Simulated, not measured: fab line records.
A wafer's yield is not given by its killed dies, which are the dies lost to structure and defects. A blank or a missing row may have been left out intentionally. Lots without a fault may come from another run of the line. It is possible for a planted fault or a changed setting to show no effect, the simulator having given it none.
fab line records | flow sky130
record: lots: 5 wafers: 15 last-day: 49
route steps=708 shown LOCAL_INTERCONNECT@394 CONTACT@406 PAD_OPEN@708
lots that met no fault: from a run of the same line without faults
start-h: start of the lot's first displayed wafer, in hours after the record's first day | wait-h: how many hours have passed since the lot's step before this one | " unchanged from the row above | L1.1+2: a single row standing in for several wafers | - no value, or no start given | * or withheld: withheld | < > ~ a bound
route shown NAME@n: NAME is a module with steps in the file, n the number in the route of the first one | usual: average and standard deviation across the fault-free wafers | same: alike in all rows | chamber/n: place in a boat | sites: per-site readings | _std_site: their standard deviation | _edge_site: inner sites' mean taken away from outer sites' mean | radius-mm: how far each site lies from the wafer's centre | mask NAME#n: copy n | behind: the most recent tool/chamber to have shaped the wafer | hold: cause of the lot's hold/its duration in hours/its outcome | device: the transistor (n, p or np) that didn't switch | end of line: the route-end tests of the same wafers | a step given without rows: its recipe and nothing more | killed: the dies lost at the first sort to structure and to defects; this is not the yield of the wafer | map: a wafer's dies, marking killed ones x, the rest . and places with no die _
set.NAME: the setting as run; set.NAME@STEP: as run at that earlier step | model.NAME: the simulator's own value behind a step, which no gauge read
lots seen at some steps along the route; tables by step, rows by wafer
services: from which hour (start-h, from the record's first day; less than 0 if before it) a tool's chamber was out of use, for how many hours, and why
== steps ==
step: SKY_LOCAL_INTERCONNECT_SOFTBAKE_07
recipe: temp-c: 100 time-s: 90 resist: KrF-thick
step: SKY_LOCAL_INTERCONNECT_EXPOSE_08
recipe: mask-id: LI1M na: 0.8 source-shape: annular sigma-inner: 0.55 sigma-outer: 0.85 target-cd-nm: 170 dose-mj: 28
step: SKY_LOCAL_INTERCONNECT_PEB_09
recipe: peb-temp-c: withheld peb-time-s: withheld resist: KrF-thick
step: SKY_LOCAL_INTERCONNECT_DEVELOP_10
recipe: develop-time-s: 60 resist: KrF-thick dev-temp-c: 21
step: SKY_LOCAL_INTERCONNECT_ETCH_13
recipe: chemistry: N2/H2 target: BARC ion-energy-ev: 200 bias-w: 100 pressure-mtorr: 30 n2-flow-sccm: 100 h2-flow-sccm: 200 icp-w: 500 stop-on: SiO2 time-s: 45.9 target-depth-a: 600
step: SKY_LOCAL_INTERCONNECT_METAL_ETCH_14
recipe: target-depth-nm: 110 stop-on: PSG chemistry: Cl2/BCl3 target: TiN resist-sidewall-deg: 88 pressure-mtorr: 10 icp-w: 900 bias-w: 48.5 Cl2_flow_sccm: 60 bcl3-flow-sccm: 30 time-s: 31.4
step: SKY_LOCAL_INTERCONNECT_STRIP_15
recipe: chemistry: O2/N2 power-w: 1400 pressure-mtorr: 1500 platen-temp-c: withheld o2-flow-sccm: 3000 n2-flow-sccm: 300 overash-fraction: 0.5
step: SKY_LOCAL_INTERCONNECT_STRIP_16
recipe: chemistry: post-etch-residue-remover time-s: 1200 temp-c: 72.5
step: SKY_LOCAL_INTERCONNECT_CLEAN_17
recipe: chemistry: IPA time-s: 180 temp-c: 25
step: SKY_LOCAL_INTERCONNECT_CLEAN_18
recipe: chemistry: O3/DIW dry: n2-spin
step: SKY_CONTACT_CVD_00
recipe: material: Si3N4 target-thk-nm: 75 temp-c: 400 time-s: withheld rf-w: 450
usual: heater-power-outer-w: 417/53 heater-power-w: 704/81 rf-fwd-power-W: 445.1/1.6
columns lot.wafer tool chamber start-h wait-h heater-power-outer-w heater-power-w rf-fwd-power-W
L337.3 pecvd-02 1 750.98 0.0 498 807 444.0
L337.5 " 1 " " 492 834 442.9
L337.6 " 0 " " 449 732 442.6
L345.3 pecvd-03 1 831.38 0.0 - - -
L345.4 " 2 " " - - -
L345.5 " 1 " " - - -
L347.3 pecvd-02 2 836.97 0.0 - - -
L347.4 " 0 " " - - -
L347.6 " 0 " " - - -
L346.1 pecvd-02 2 838.96 0.0 - - -
L346.2 " 0 " " - - -
L346.3 " 2 " " - - -
L348.1 pecvd-01 0 857.34 0.0 363 628 443.3
L348.4 " 1 " " 422 738 443.7
L348.5 " 2 " " 391 623 443.7
step: SKY_CONTACT_HDPCVD_02
recipe: material: SiO2 target-thk-nm: 565 sigma-open-frac: 0.3 time-s: 94.2 temp-c: 600 sih4-flow-sccm: 60 pressure-mtorr: 6
step: SKY_CONTACT_CMP_04
recipe: material: SiO2 down-force-psi: 4 platen-rpm: 60 pad-velocity-m-s: 0.94248
step: SKY_CONTACT_DEHYDRATE_06
recipe: temp-c: 200 time-s: 60
step: SKY_CONTACT_HMDS_07
recipe: prime-time-s: 60 prime-temp-c: 120
step: SKY_CONTACT_COAT_08
recipe: resist: BARC temp-c: withheld time-s: withheld spin-rpm: 3000 resist-thk-nm: 60
step: SKY_CONTACT_COAT_09
recipe: resist: KrF-thick spin-rpm: 3000 resist-thk-nm: 450
step: SKY_CONTACT_SOFTBAKE_10
recipe: temp-c: 100 time-s: 90 resist: KrF-thick
step: SKY_CONTACT_EXPOSE_11
recipe: mask-id: CTM1 na: 0.8 source-shape: annular sigma-inner: 0.55 sigma-outer: 0.85 target-cd-nm: 170 dose-mj: 38
step: SKY_CONTACT_PEB_12
recipe: peb-temp-c: withheld peb-time-s: withheld resist: KrF-thick
step: SKY_CONTACT_DEVELOP_13
recipe: develop-time-s: 60 resist: KrF-thick dev-temp-c: 21
step: SKY_CONTACT_ETCH_16
recipe: chemistry: N2/H2 target: BARC ion-energy-ev: 200 source-w: 500 bias-w: 100 pressure-mtorr: 30 n2-flow-sccm: 100 h2-flow-sccm: 200 stop-on: SiO2 time-s: 45.9 target-depth-a: 600
step: SKY_CONTACT_ETCH_17
recipe: target: SiO2 chemistry: C4F8/O2/Ar stop-on: Si3N4 mask-material: KrF-thick source-w: 1500 bias-w: 1200 pressure-mtorr: 40 c4f8-flow-sccm: withheld O2_flow_sccm: 6 Ar_flow_sccm: 300 time-s: withheld target-depth-a: 3400
step: SKY_CONTACT_ETCH_18
recipe: target: Si3N4 chemistry: CHF3/O2 stop-on: TiN source-w: 600 bias-w: 200 pressure-mtorr: 40 chf3-flow-sccm: 50 O2_flow_sccm: 5 time-s: 39 target-depth-a: 750
usual: drypump-motor-current-A: 5.5/0.31 oes-product-au: 0.856/0.0082 rf-fwd-power-W: 592.8/2.5 throttle-valve-pct: 8.793/0.0081
same: time-s: 39
columns lot.wafer tool chamber start-h wait-h drypump-motor-current-A oes-product-au rf-fwd-power-W rf-hours-counter-h throttle-valve-pct model.etch.depth-nm
L337.3 rie-diel-03 1 - - 5.4 0.836 593.0 14 8.797 72.72
L337.5 " 2 " " 5.5 0.849 594.9 - 8.786 74.13
L337.6 " 1 " " 5.4 0.847 592.6 - 8.782 74.74
L345.3 rie-diel-03 2 - - 5.5 0.378 594.0 11 8.660 0
L345.4 " 3 " " 5.6 0.380 593.4 23 8.678 0
L345.5 " 1 " " 5.4 0.369 591.2 - 8.667 0
L347.3 rie-diel-02 1 - - 5.1 0.378 591.7 23 8.685 0
L347.4 " 3 " " 5.5 0.380 595.2 1 8.683 0
L347.6 " 2 " " 6.0 0.380 595.4 - 8.675 0
L346.1 rie-diel-02 2 - - 6.0 0.376 597.0 9 8.676 0
L346.2 " 3 " " 5.5 0.379 592.3 1 8.672 0
L346.3 " 1 " " 5.1 0.373 587.2 23 8.684 0
L348.1 rie-diel-03 0 - - 5.7 0.848 592.6 14 8.778 74.27
L348.4 " 3 " " 5.5 0.866 592.3 24 8.788 76.43
L348.5 " 3 " " 5.6 0.856 593.5 - 8.801 76.71
step: SKY_CONTACT_STRIP_19
recipe: chemistry: O2/N2 power-w: 1400 pressure-mtorr: 1500 platen-temp-c: withheld o2-flow-sccm: 3000 n2-flow-sccm: 300 overash-fraction: 0.5
step: SKY_PAD_OPEN_PROBE_99
usual: killed_at_M0_to_M3: 42/6.4 killed_at_M4_up: 3.0/2 killed-at-contacts: 24/5.2 killed-at-front-end: 14/4.2 killed-at-other: 0.4/0.72 killed-dies: 84/9 killed-on-rim: 16/3.7 killed-open: 46/6.6 killed-short: 38/6
same: gross-dies: 492 killed-at-back-side: 0
columns lot.wafer tool chamber start-h wait-h killed_at_M0_to_M3 killed_at_M4_up killed-at-contacts killed-at-front-end killed-at-other killed-dies killed-on-rim killed-open killed-short
L337.3 prober-01 - 1109.32 0.2 49 1 27 17 0 94 19 62 32
L337.5 prober-01 - 1109.42 0.2 34 1 26 8 0 69 14 36 33
L337.6 prober-01 - 1109.47 0.2 43 0 27 16 0 86 12 49 36
L345.3 prober-02 - 1164.94 0.2 41 3 431 16 1 492 96 52 37
L345.4 prober-02 - 1164.99 0.2 35 7 437 13 0 492 96 42 38
L345.5 prober-02 - 1165.04 0.2 49 4 426 13 0 492 96 51 39
L347.3 prober-01 - 1169.81 0.2 39 1 432 20 0 492 96 45 36
L347.4 prober-01 - 1169.86 0.2 47 2 432 11 0 492 96 47 35
L347.6 prober-01 - 1169.96 0.2 43 6 429 14 0 492 96 48 35
L346.1 prober-02 - 1172.51 0.1 47 0 423 21 1 492 96 52 41
L346.2 prober-02 - 1172.56 0.1 41 3 429 19 0 492 96 46 41
L346.3 prober-02 - 1172.61 0.2 51 2 427 12 0 492 96 48 53
L348.1 prober-02 - 1183.58 0.1 27 3 20 10 0 60 9 31 29
L348.4 prober-02 - 1183.73 0.2 47 0 30 9 0 86 18 46 40
L348.5 prober-02 - 1183.78 0.2 49 0 29 10 1 89 16 46 42
killed by level:class
L337.3 VIA1:geometric-particle:open=15 VIA3:geometric-particle:open=11 CONTACT:geometric-particle:open=10 METAL1:geometric-particle:short=8 LI_CONTACT:geometric-particle:open=6 VIA2:geometric-particle:open=6 SPACER:geometric-particle:open=5 LOCAL_INTERCONNECT:geometric-particle:short=5
L337.5 VIA1:geometric-particle:open=10 METAL1:geometric-particle:short=6 LI_CONTACT:geometric-particle:short=5 LOCAL_INTERCONNECT:geometric-particle:short=5 CONTACT:geometric-particle:short=5 CONTACT:geometric-particle:open=5 FIELD_ISO:geometric-particle:open=4 LOCAL_INTERCONNECT:geometric-particle:open=4
L337.6 LOCAL_INTERCONNECT:geometric-particle:short=10 VIA1:geometric-particle:open=9 CONTACT:geometric-particle:open=8 VIA2:geometric-particle:open=7 VIA3:geometric-particle:open=6 LI_CONTACT:geometric-particle:open=6 METAL2:geometric-particle:short=6 FIELD_ISO:geometric-particle:short=4
L345.3 CONTACT:area-cvd=402 VIA1:geometric-particle:open=11 LI_CONTACT:geometric-particle:open=8 CONTACT:geometric-particle:open=7 VIA2:geometric-particle:short=7 VIA2:geometric-particle:open=7 VIA3:geometric-particle:open=6 LOCAL_INTERCONNECT:geometric-particle:short=5
L345.4 CONTACT:area-cvd=412 METAL1:geometric-particle:short=7 LI_CONTACT:geometric-particle:open=7 VIA1:geometric-particle:open=7 CONTACT:geometric-particle:open=7 CONTACT:geometric-particle:short=6 VIA2:geometric-particle:open=5 METAL4:geometric-particle:short=5
L345.5 CONTACT:area-cvd=402 VIA2:geometric-particle:open=10 CONTACT:geometric-particle:open=8 VIA1:geometric-particle:open=8 FIELD_ISO:geometric-particle:open=6 LI_CONTACT:geometric-particle:open=6 METAL1:geometric-particle:short=6 LOCAL_INTERCONNECT:geometric-particle:short=5
L347.3 CONTACT:area-cvd=411 VIA1:geometric-particle:open=10 LI_CONTACT:geometric-particle:open=8 CONTACT:geometric-particle:open=6 FIELD_ISO:geometric-particle:short=5 VIA2:geometric-particle:open=5 LOCAL_INTERCONNECT:geometric-particle:short=4 METAL1:geometric-particle:short=4
L347.4 CONTACT:area-cvd=410 VIA1:geometric-particle:open=10 CONTACT:geometric-particle:open=10 VIA1:geometric-particle:short=7 VIA3:geometric-particle:open=6 LI_CONTACT:geometric-particle:open=5 VIA2:geometric-particle:open=5 METAL2:geometric-particle:short=5
L347.6 CONTACT:area-cvd=409 VIA2:geometric-particle:open=13 CONTACT:geometric-particle:open=8 VIA1:geometric-particle:open=7 VIA3:geometric-particle:open=6 LI_CONTACT:geometric-particle:open=5 METAL3:geometric-particle:short=5 VIA3:geometric-particle:short=5
L346.1 CONTACT:area-cvd=399 CONTACT:geometric-particle:open=11 VIA3:geometric-particle:open=9 LI_CONTACT:geometric-particle:open=7 VIA1:geometric-particle:open=7 VIA1:geometric-particle:short=6 FIELD_ISO:geometric-particle:short=5 METAL3:geometric-particle:short=5
L346.2 CONTACT:area-cvd=405 CONTACT:geometric-particle:open=9 VIA1:geometric-particle:open=9 LI_CONTACT:geometric-particle:open=7 VIA1:geometric-particle:short=7 LOCAL_INTERCONNECT:geometric-particle:short=6 VIA2:geometric-particle:open=6 METAL1:geometric-particle:short=5
L346.3 CONTACT:area-cvd=391 VIA1:geometric-particle:open=10 LI_CONTACT:geometric-particle:open=9 CONTACT:geometric-particle:open=8 METAL1:geometric-particle:short=7 CONTACT:geometric-particle:short=7 METAL2:geometric-particle:short=7 LI_CONTACT:geometric-particle:short=6
L348.1 VIA1:geometric-particle:open=6 METAL1:geometric-particle:short=6 LI_CONTACT:geometric-particle:open=5 CONTACT:geometric-particle:open=5 METAL2:geometric-particle:short=5 CONTACT:geometric-particle:short=4 FIELD_ISO:geometric-particle:short=3 POLY_GATE:geometric-particle:open=3
L348.4 VIA1:geometric-particle:open=13 VIA2:geometric-particle:open=8 LOCAL_INTERCONNECT:geometric-particle:short=7 VIA3:geometric-particle:open=7 CONTACT:geometric-particle:short=6 CONTACT:geometric-particle:open=6 METAL2:geometric-particle:short=6 LI_CONTACT:geometric-particle:short=5
L348.5 VIA1:geometric-particle:open=8 CONTACT:geometric-particle:open=8 METAL1:geometric-particle:short=8 VIA1:geometric-particle:short=8 VIA3:geometric-particle:open=8 LI_CONTACT:geometric-particle:open=7 METAL2:geometric-particle:short=5 FIELD_ISO:geometric-particle:short=4
map L345.3 (x killed, . not)
__________xxxxxxxxxx_________
________xxxxxxxxxxxxxx_______
______xxxxxxxxxxxxxxxxxx_____
_____xxxxxxxxxxxxxxxxxxxx____
____xxxxxxxxxxxxxxxxxxxxxx___
___xxxxxxxxxxxxxxxxxxxxxxxx__
__xxxxxxxxxxxxxxxxxxxxxxxxxx_
_xxxxxxxxxxxxxxxxxxxxxxxxxxxx
_xxxxxxxxxxxxxxxxxxxxxxxxxxxx
_xxxxxxxxxxxxxxxxxxxxxxxxxxxx
_xxxxxxxxxxxxxxxxxxxxxxxxxxxx
_xxxxxxxxxxxxxxxxxxxxxxxxxxxx
_xxxxxxxxxxxxxxxxxxxxxxxxxxxx
_xxxxxxxxxxxxxxxxxxxxxxxxxxxx
_xxxxxxxxxxxxxxxxxxxxxxxxxxxx
__xxxxxxxxxxxxxxxxxxxxxxxxxx_
___xxxxxxxxxxxxxxxxxxxxxxxx__
____xxxxxxxxxxxxxxxxxxxxxx___
_____xxxxxxxxxxxxxxxxxxxx____
______xxxxxxxxxxxxxxxxxx_____
________xxxxxxxxxxxxxx_______
__________xxxxxxxxxx_________
map L346.1 (x killed, . not)
__________xxxxxxxxxx_________
________xxxxxxxxxxxxxx_______
______xxxxxxxxxxxxxxxxxx_____
_____xxxxxxxxxxxxxxxxxxxx____
____xxxxxxxxxxxxxxxxxxxxxx___
___xxxxxxxxxxxxxxxxxxxxxxxx__
__xxxxxxxxxxxxxxxxxxxxxxxxxx_
_xxxxxxxxxxxxxxxxxxxxxxxxxxxx
_xxxxxxxxxxxxxxxxxxxxxxxxxxxx
_xxxxxxxxxxxxxxxxxxxxxxxxxxxx
_xxxxxxxxxxxxxxxxxxxxxxxxxxxx
_xxxxxxxxxxxxxxxxxxxxxxxxxxxx
_xxxxxxxxxxxxxxxxxxxxxxxxxxxx
_xxxxxxxxxxxxxxxxxxxxxxxxxxxx
_xxxxxxxxxxxxxxxxxxxxxxxxxxxx
__xxxxxxxxxxxxxxxxxxxxxxxxxx_
___xxxxxxxxxxxxxxxxxxxxxxxx__
____xxxxxxxxxxxxxxxxxxxxxx___
_____xxxxxxxxxxxxxxxxxxxx____
______xxxxxxxxxxxxxxxxxx_____
________xxxxxxxxxxxxxx_______
__________xxxxxxxxxx_________
== services ==
columns tool chamber start-h hours kind
pecvd-02 1 731.41 7.7 repair
rie-diel-03 3 753.62 11.4 repair
rie-diel-03 2 780.34 10.8 repair
rie-diel-02 2 781.62 3.8 repair
pecvd-01 2 786.97 5.5 scheduled-down
pecvd-01 - 791.57 6.0 pm
rie-diel-02 3 800.19 - clean
rie-diel-02 3 800.19 26.1 scheduled-down
rie-diel-02 3 800.19 26.1 vent-cycle
rie-diel-02 2 806.24 23.3 repair
pecvd-01 2 810.54 14.2 repair
pecvd-02 1 818.12 - clean
pecvd-02 1 818.12 - consumable-replace:showerhead
pecvd-02 1 818.12 29.0 scheduled-down
pecvd-02 1 818.12 29.0 vent-cycle
pecvd-03 0 829.70 2.1 scheduled-down
pecvd-03 2 832.20 2.1 scheduled-down
pecvd-01 1 841.32 2.1 scheduled-down
pecvd-02 - 862.00 2.8 pm
pecvd-02 0 866.91 5.0 repair
pecvd-01 2 881.93 - clean
pecvd-01 2 881.93 29.5 scheduled-down
pecvd-01 2 881.93 29.5 vent-cycle
== key ==
first-sign: step: SKY_CONTACT_CVD_00 reading: tool-record direction: missing
effect: step: SKY_CONTACT_ETCH_18 reading: oes-product-au direction: down sigmas: 58 usual: 0.856 struck: 0.377
effect: step: SKY_PAD_OPEN_PROBE_99 reading: killed-at-contacts direction: up sigmas: 78 usual: 24 struck: 430
model-effect: step: SKY_CONTACT_ETCH_18 value: etch.depth-nm without: 75.51 struck: 0
more-kills-born-at: SKY_CONTACT_CVD_00@pecvd-02: 2419 SKY_CONTACT_CVD_00@pecvd-03: 1215
met-at SKY_CONTACT_CVD_00
struck-wafers L345.3,L345.4,L345.5,L346.1,L346.2,L346.3,L347.3,L347.4,L347.6
later-rows-left-out L345.3,L345.4,L345.5,L346.1,L346.2,L346.3,L347.3,L347.4,L347.6
tester-left-out L345,L346,L347
onset-between 750.98 831.38
fault: kind: skipped-step-whole tool: pecvd-02,pecvd-03 chamber: - onset-h: 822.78 steps: SKY_CONTACT_CVD_00 scope: struck-lots-only
tester-left-out: of these lots the tester's yield and bins aren't shown, on N5 and GAA mostly nor the transistor test; their killed dies are dies lost to structure and defects alone, not to doping, threshold or leakage, so they don't give the yield
later-rows-left-out: the simulator's readings of these wafers behind a module that went badly wrong aren't trusted and aren't shown, but for the sort
